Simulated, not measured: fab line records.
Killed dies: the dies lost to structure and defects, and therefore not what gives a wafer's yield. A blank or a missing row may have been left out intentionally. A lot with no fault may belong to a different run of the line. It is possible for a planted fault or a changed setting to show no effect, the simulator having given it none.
fab line records + flow sky130
record:
- lots: 6
- wafers: 18
- last-day: 50
route steps=708 shown VT_ADJUST_LVTN@113 VT_ADJUST_NCORE@119
lots with no fault: from the same line, run without faults
start-h: hours from the record's first day to the start of the lot's first wafer shown + wait-h: time in hours since the lot's previous step + " identical to the entry in the row above + L1.1+2: several wafers, shown together as one row + - either no value or no given start + * or withheld: withheld + < > ~ a bound
route shown NAME@n: NAME is a module with steps in the file, n the number in the route of the first one + usual: the fault-free wafers' mean and standard deviation + same: alike in all rows + chamber/n: place in a boat + sites: readings site by site + _std_site: standard deviation across them + _edge_site: outer sites' mean less inner sites' + radius-mm: for every site, how far away it sits from the centre of the wafer + mask NAME#n: copy n + behind: tool/chamber where the wafer was last shaped + hold: what put the lot on hold/how long, in hours/how the hold closed + device: the n, p or np transistor that did not switch + end of line: at the end of the route, the tests of the same wafers + a step without rows: its recipe alone + killed: not the wafer's yield, but the dies lost to structure and defects at the first sort + map: the dies of a wafer, with x for killed, . for not killed, _ for no die there
set.NAME: setting as actually run; set.NAME@STEP: the setting as run at that earlier step + model.NAME: the simulator's own value behind a step, which no gauge read
a table for each step, a row for each wafer; lots at some steps of the route
services: from which hour (start-h, from the record's first day; less than 0 if before it) a tool's chamber was out of use, for how many hours, and why
== steps ==
step: SKY_VT_ADJUST_LVTN_PEB_16
recipe:
- temp-c: withheld
- time-s: *
- resist: NOVOLAK
step: SKY_VT_ADJUST_LVTN_DEVELOP_17
recipe:
- resist: NOVOLAK
- developer: TMAH
- develop-time-s: 60
- dev-temp-c: 23
step: SKY_VT_ADJUST_LVTN_OVL_MEAS_18
usual:
- VT_ADJUST_LVTN_01_OVL: 1.0/1.2
| lot.wafer | tool       | chamber | start-h | wait-h | VT_ADJUST_LVTN_01_OVL[nm] |
|-----------|------------|---------|---------|--------|---------------------------|
| L979.2    | overlay-02 | -       | 164.85  | 0.1    | 0.8                       |
| L979.3    | "          | -       | "       | "      | 2.4                       |
| L979.5    | "          | -       | "       | "      | 2.5                       |
| L980.2    | overlay-02 | -       | 170.25  | 0.1    | -1.7                      |
| L980.4    | "          | -       | "       | "      | 0.1                       |
| L980.5    | "          | -       | "       | "      | 0.0                       |
| L985.2    | overlay-02 | -       | 209.55  | 0.1    | 1.7                       |
| L985.4    | "          | -       | "       | "      | 3.4                       |
| L985.5    | "          | -       | "       | "      | 0.4                       |
| L999.1    | overlay-01 | -       | 301.80  | 0.1    | 2.1                       |
| L999.3    | "          | -       | "       | "      | 1.9                       |
| L999.6    | "          | -       | "       | "      | -0.2                      |
| L100.3    | overlay-01 | -       | 311.06  | 0.1    | 2.3                       |
| L100.5    | "          | -       | "       | "      | 2.8                       |
| L100.6    | "          | -       | "       | "      | 2.6                       |
| L101.4    | overlay-02 | -       | 332.52  | 0.1    | 0.7                       |
| L101.5    | "          | -       | "       | "      | 2.7                       |
| L101.6    | "          | -       | "       | "      | 0.4                       |
step: SKY_VT_ADJUST_LVTN_IMPLANT_19
recipe:
- species: B
- energy-kev: 30
- dose-cm2: 6.5e+11
- tilt-deg: withheld
step: SKY_VT_ADJUST_LVTN_STRIP_20
recipe:
- chemistry: O2/N2
- power-w: 1400
- pressure-mtorr: 1500
- platen-temp-c: withheld
- o2-flow-sccm: 3000
- n2-flow-sccm: 300
- overash-fraction: 0.5
usual:
- drypump-motor-current-A: 6.1/0.41
- oes-product-au: 0.716/0.0042
- strip-time-to-endpoint-s: 14.18/0.039
| lot.wafer | tool            | chamber | start-h | wait-h | drypump-motor-current-A | oes-product-au | rf-hours-counter-h | strip-time-to-endpoint-s |
|-----------|-----------------|---------|---------|--------|-------------------------|----------------|--------------------|--------------------------|
| L979.2    | plasma-asher-02 | 1       | 165.03  | 0.1    | 5.6                     | 0.714          | 51                 | 14.17                    |
| L979.3    | "               | 0       | "       | "      | 6.1                     | 0.714          | -                  | 14.17                    |
| L979.5    | "               | 0       | "       | "      | 6.1                     | 0.713          | -                  | 14.16                    |
| L980.2    | plasma-asher-01 | 0       | 170.43  | 0.1    | 6.7                     | 0.717          | 5                  | 14.18                    |
| L980.4    | "               | 0       | "       | "      | 6.7                     | 0.720          | -                  | 14.15                    |
| L980.5    | "               | 0       | "       | "      | 6.7                     | 0.721          | -                  | 14.16                    |
| L985.2    | plasma-asher-01 | 0       | 209.73  | 0.1    | 6.7                     | 0.716          | 10                 | 14.17                    |
| L985.4    | "               | 1       | "       | "      | 5.9                     | 0.715          | -                  | 14.17                    |
| L985.5    | "               | 1       | "       | "      | 5.9                     | 0.714          | -                  | 14.16                    |
| L999.1    | plasma-asher-01 | 1       | 301.98  | 0.1    | 5.9                     | 0.714          | 19                 | 14.29                    |
| L999.3    | "               | 1       | "       | "      | 5.9                     | 0.720          | -                  | 14.26                    |
| L999.6    | "               | 0       | "       | "      | 6.7                     | 0.717          | -                  | 14.27                    |
| L100.3    | plasma-asher-02 | 1       | 311.27  | 0.1    | 5.6                     | 0.719          | -                  | 14.13                    |
| L100.5    | "               | 1       | "       | "      | 5.6                     | 0.719          | -                  | 14.15                    |
| L100.6    | "               | 0       | "       | "      | 6.1                     | 0.714          | -                  | 14.15                    |
| L101.4    | plasma-asher-02 | 1       | 332.72  | 0.1    | 5.6                     | 0.717          | -                  | 14.13                    |
| L101.5    | "               | 1       | "       | "      | 5.6                     | 0.719          | -                  | 14.12                    |
| L101.6    | "               | 0       | "       | "      | 6.1                     | 0.718          | -                  | 14.18                    |
step: SKY_VT_ADJUST_LVTN_TW_MEAS_21
usual:
- VT_ADJUST_LVTN_2_TW: 188.7/1.2
| lot.wafer | tool          | chamber | start-h | wait-h | VT_ADJUST_LVTN_2_TW |
|-----------|---------------|---------|---------|--------|---------------------|
| L979.2    | film-metro-04 | -       | 165.14  | 0.1    | 186.9               |
| L979.3    | "             | -       | "       | "      | 187.8               |
| L979.5    | "             | -       | "       | "      | 187.4               |
| L980.2    | film-metro-01 | -       | 170.54  | 0.1    | 189.6               |
| L980.4    | "             | -       | "       | "      | 189.6               |
| L980.5    | "             | -       | "       | "      | 190.2               |
| L985.2    | film-metro-01 | -       | 209.84  | 0.1    | 189.8               |
| L985.4    | "             | -       | "       | "      | 189.9               |
| L985.5    | "             | -       | "       | "      | 189.1               |
| L999.1    | film-metro-04 | -       | 302.08  | 0.1    | 187.8               |
| L999.3    | "             | -       | "       | "      | 188.1               |
| L999.6    | "             | -       | "       | "      | 187.7               |
| L100.3    | film-metro-03 | -       | 311.35  | 0.1    | 191.0               |
| L100.5    | "             | -       | "       | "      | 191.6               |
| L100.6    | "             | -       | "       | "      | 191.6               |
| L101.4    | film-metro-01 | -       | 332.81  | 0.1    | 188.2               |
| L101.5    | "             | -       | "       | "      | 188.6               |
| L101.6    | "             | -       | "       | "      | 188.3               |
step: SKY_VT_ADJUST_NCORE_DEHYDRATE_00
recipe:
- temp-c: 200
- time-s: 60
step: SKY_VT_ADJUST_NCORE_HMDS_01
recipe:
- prime-time-s: 60
- prime-temp-c: 120
step: SKY_VT_ADJUST_NCORE_COAT_02
recipe:
- resist: NOVOLAK
- spin-rpm: 3000
- resist-thk-nm: 1130
step: SKY_VT_ADJUST_NCORE_SOFTBAKE_03
recipe:
- temp-c: 90
- time-s: 60
- resist: NOVOLAK
step: SKY_VT_ADJUST_NCORE_EXPOSE_04
recipe:
- mask-id: LVTN_COMPLEMENT_THIN
- na: 0.6
- source-shape: conventional
- sigma-outer: 0.6
- polarization: unpolarized
- target-cd-nm: 380
- dose-mj: 139
step: SKY_VT_ADJUST_NCORE_PEB_05
recipe:
- temp-c: withheld
- time-s: *
- resist: NOVOLAK
step: SKY_VT_ADJUST_NCORE_DEVELOP_06
recipe:
- resist: NOVOLAK
- developer: TMAH
- develop-time-s: 60
- dev-temp-c: 23
usual:
- chill-plate-temp-C: 22.96/0.097
- develop-time-s: 60/0
| lot.wafer | tool           | chamber | start-h | wait-h | chill-plate-temp-C | develop-time-s |
|-----------|----------------|---------|---------|--------|--------------------|----------------|
| L979.2    | litho-track-03 | 0       | 185.42  | 0.1    | 23.08              | 60             |
| L979.3    | "              | 0       | "       | "      | 23.08              | 60             |
| L979.5    | "              | 0       | "       | "      | 22.78              | 60             |
| L980.2    | litho-track-02 | 0       | 191.44  | 0.1    | 22.75              | 60             |
| L980.4    | "              | 0       | "       | "      | 22.75              | 60             |
| L980.5    | "              | 0       | "       | "      | 22.90              | 60             |
| L985.2    | litho-track-01 | 0       | 231.62  | 0.1    | 23.01              | 60             |
| L985.4    | "              | 0       | "       | "      | 23.08              | 60             |
| L985.5    | "              | 0       | "       | "      | 23.05              | 60             |
| L999.1    | litho-track-01 | -       | 328.60  | 0.1    | -                  | -              |
| L999.3    | "              | -       | "       | "      | -                  | -              |
| L999.6    | "              | -       | "       | "      | -                  | -              |
| L100.3    | litho-track-01 | -       | 337.75  | 0.1    | -                  | -              |
| L100.5    | "              | -       | "       | "      | -                  | -              |
| L100.6    | "              | -       | "       | "      | -                  | -              |
| L101.4    | litho-track-01 | 0       | 359.62  | 0.1    | 22.88              | 60             |
| L101.5    | "              | 0       | "       | "      | 22.71              | 60             |
| L101.6    | "              | 0       | "       | "      | 23.02              | 60             |
step: SKY_VT_ADJUST_NCORE_CD_MEAS_07
recipe:
- target-cd-nm: 380
usual:
- cd-nm: 379.7/2.2
| lot.wafer | tool      | chamber | start-h | wait-h | cd-nm |
|-----------|-----------|---------|---------|--------|-------|
| L979.2    | cd-sem-02 | -       | 185.57  | 0.1    | 380.9 |
| L979.3    | "         | -       | "       | "      | 385.5 |
| L979.5    | "         | -       | "       | "      | 381.4 |
| L980.2    | cd-sem-02 | -       | 191.58  | 0.1    | 380.0 |
| L980.4    | "         | -       | "       | "      | 380.6 |
| L980.5    | "         | -       | "       | "      | 380.4 |
| L985.2    | cd-sem-01 | -       | 231.77  | 0.1    | 378.7 |
| L985.4    | "         | -       | "       | "      | 379.6 |
| L985.5    | "         | -       | "       | "      | 381.5 |
| L999.1    | cd-sem-02 | -       | 328.75  | 0.1    | -     |
| L999.3    | "         | -       | "       | "      | -     |
| L999.6    | "         | -       | "       | "      | -     |
| L100.3    | cd-sem-02 | -       | 337.89  | 0.1    | -     |
| L100.5    | "         | -       | "       | "      | -     |
| L100.6    | "         | -       | "       | "      | -     |
| L101.4    | cd-sem-01 | -       | 359.76  | 0.1    | 379.3 |
| L101.5    | "         | -       | "       | "      | 378.9 |
| L101.6    | "         | -       | "       | "      | 381.2 |
== services ==
| tool            | chamber | start-h | hours | kind   |
|-----------------|---------|---------|-------|--------|
| plasma-asher-02 | -       | 273.61  | 2.2   | repair |
== key ==
first-sign:
- step: SKY_VT_ADJUST_NCORE_DEVELOP_06
- reading: tool-record
- direction: missing
effect none on later readings
met-at SKY_VT_ADJUST_NCORE_DEVELOP_06
struck-wafers L999.1,L999.3,L999.6,L100.3,L100.5,L100.6
sort-left-out L999.1,L999.3,L999.6,L100.3,L100.5,L100.6
tester-left-out L999,L100
onset-between 231.62 328.60
fault:
- kind: skipped-step-whole
- tool: litho-track-01
- chamber: -
- onset-h: 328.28
- steps: SKY_VT_ADJUST_NCORE_DEVELOP_06
- scope: struck-lots-only
tester-left-out: of these lots the tester's yield and bins aren't shown, on N5 and GAA mostly nor the transistor test; their killed dies are dies lost to structure and defects alone, not to doping, threshold or leakage, so they don't give the yield
sort-left-out: the simulated sort isn't trusted on such a fault, so these wafers' sort isn't shown, and their yield isn't known
